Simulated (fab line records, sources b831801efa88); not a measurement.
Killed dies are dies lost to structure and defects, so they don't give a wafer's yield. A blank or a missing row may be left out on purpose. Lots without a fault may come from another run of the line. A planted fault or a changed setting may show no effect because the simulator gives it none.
Problem report in the 8D (eight disciplines) form, filled by code | flow sky130 | the parts of the form that need people (team, actions taken, sign-off) are left out

1. THE PROBLEM
CAP2M_TIN_RS at SKY_CAP2M_RS_MEAS_03 reads a mean of 5.07 ohm/sq on 1 wafer of 1 lot; wafers without a fault read 6.93 ohm/sq with a standard deviation of 0.057. That is -33 standard deviations from the usual mean.
The step: measures by four-point-probe.
First seen on wafer L805.6, day 43 14:02, on film_metro-01. The record holds 27 wafers of 9 lots with a number at this step. Rule for "out", or "out of limits": more than 4 standard deviations from the usual mean. The other wafers with a number count as sound.

2. WHAT IT IS AND WHAT IT IS NOT
question                    | is                | is not
which readings at this step | CAP2M_TIN_RS      | -
which lots                  | L805              | L793, L795, L798, L799, L801, L814, L815, L816
which wafers of those lots  | L805.6            | L805.1, L805.2
read on which gauges        | film_metro-01     | film_metro-02
when                        | from day 43 14:02 | up to then (17 sound wafers); but 9 sound wafers of L814, L815, L816 came after

3. SUSPECTS, AND WHAT RULES EACH OUT
Counting: a tool at a process step up to the reading stays a suspect if it ran every lot that is out. Sound lots after the first of them don't rule it out here, since some wafers of a struck lot are sound.
- the gauge at SKY_CAP2M_RS_MEAS_03: ruled out. All the wafers that are out were read on film_metro-01, but those of them that SKY_CAP2M_METAL_ETCH_13 has rows for are out there too, on other tools.
- plasma_asher-01 at SKY_LOCAL_INTERCONNECT_STRIP_15 (strips in O2/N2): kept. It ran the lot that is out, L805 (day 34 15:25); its last sound lot up to then is L795 (day 31 00:09).
- rie_diel-01 at SKY_CONTACT_ETCH_17 (etches SiO2 in C4F8/O2/Ar, stops on Si3N4, target depth 340 nm): kept. It ran the lot that is out, L805 (day 35 19:22); its last sound lot up to then is L793 (day 31 16:10).
- pvd_sputter-02 at SKY_CAP2M_SPUTTER_02 (material TiN, target thk 200 nm, time 166.7 s): kept. It ran the lot that is out, L805 (day 43 13:55); its last sound lot up to then is L798 (day 41 11:44).
- Within rie_diel-01 at SKY_CONTACT_ETCH_17: the wafers that are out ran in chamber 2; their sound lot-mates ran in chambers 0, 3.
Left after counting: plasma_asher-01 at SKY_LOCAL_INTERCONNECT_STRIP_15, rie_diel-01 at SKY_CONTACT_ETCH_17, pvd_sputter-02 at SKY_CAP2M_SPUTTER_02.

4. THE CAUSE (what the simulator had put in)
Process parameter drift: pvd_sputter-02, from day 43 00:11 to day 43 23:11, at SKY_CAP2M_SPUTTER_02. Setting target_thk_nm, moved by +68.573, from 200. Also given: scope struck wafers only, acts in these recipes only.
Counting left 3 suspects, and this tool is among them.

5. THE CHAIN OF EFFECTS, in route order
Each row: a reading whose mean over the struck wafers that have a number lies more than 3 standard deviations from the usual. Only readings for which the record gives a usual standard deviation are gone through. hours: the time from each lot's start at the first step in this table that gives one to its start at this step, as a median over the lots. sigmas: the change in usual standard deviations.
hours | step                    | reading              | usual       | on struck wafers | change | sigmas
0     | SKY_CAP2M_RS_MEAS_03    | CAP2M_TIN_RS         | 6.93 ohm/sq | 5.07             | -1.86  | -33
0     | SKY_CAP2M_THK_MEAS_04   | CAP2M_TIN_THK        | 198.5 nm    | 269.4            | +70.9  | +42
23    | SKY_CAP2M_METAL_ETCH_13 | oes_product_au       | 0.939 a.u.  | 0.997            | +0.058 | +9.5
23    | SKY_CAP2M_METAL_ETCH_13 | throttle_valve_pct   | 21.903 %    | 21.850           | -0.053 | -5.3
133   | SKY_PAD_OPEN_PROBE_99   | defect_limited_yield | 82.5 %      | 0.0              | -82.5  | -41
133   | SKY_PAD_OPEN_PROBE_99   | killed_at_other      | 0.2         | 403.0            | +402.8 | +99 or more
133   | SKY_PAD_OPEN_PROBE_99   | killed_dies          | 86          | 492              | +406   | +42
133   | SKY_PAD_OPEN_PROBE_99   | killed_on_rim        | 17          | 96               | +79    | +19
133   | SKY_PAD_OPEN_PROBE_99   | sort_bin_3_pad_short | 0.9 %       | 82.3             | +81.4  | +99 or more
133   | SKY_PAD_OPEN_PROBE_99   | sort_n_pass          | 406         | 0                | -406   | -42
133   | SKY_PAD_OPEN_PROBE_99   | sort_yield_pct       | 82.5 %      | 0.0              | -82.5  | -41
The process steps in it:
- SKY_CAP2M_METAL_ETCH_13: etches TiN in Cl2/BCl3, stops on SiO2, target depth 220 nm, time 62.9 s.
- SKY_PAD_OPEN_PROBE_99

6. WHAT WOULD HAVE CAUGHT IT SOONER
In this record the first reading out of limits at a measuring or inspecting step was taken at day 43 14:02, 14 hours after the fault began at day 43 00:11.
Of the tool readings at SKY_CAP2M_SPUTTER_02 for which the record gives a usual standard deviation, none was out on any struck wafer, so an alarm limit of 4 standard deviations on them would not have fired.
All the lots that are out (1) had begun SKY_CAP2M_SPUTTER_02 on pvd_sputter-02 by day 43 14:02. A hold on the tool at that time would have spared none of them.
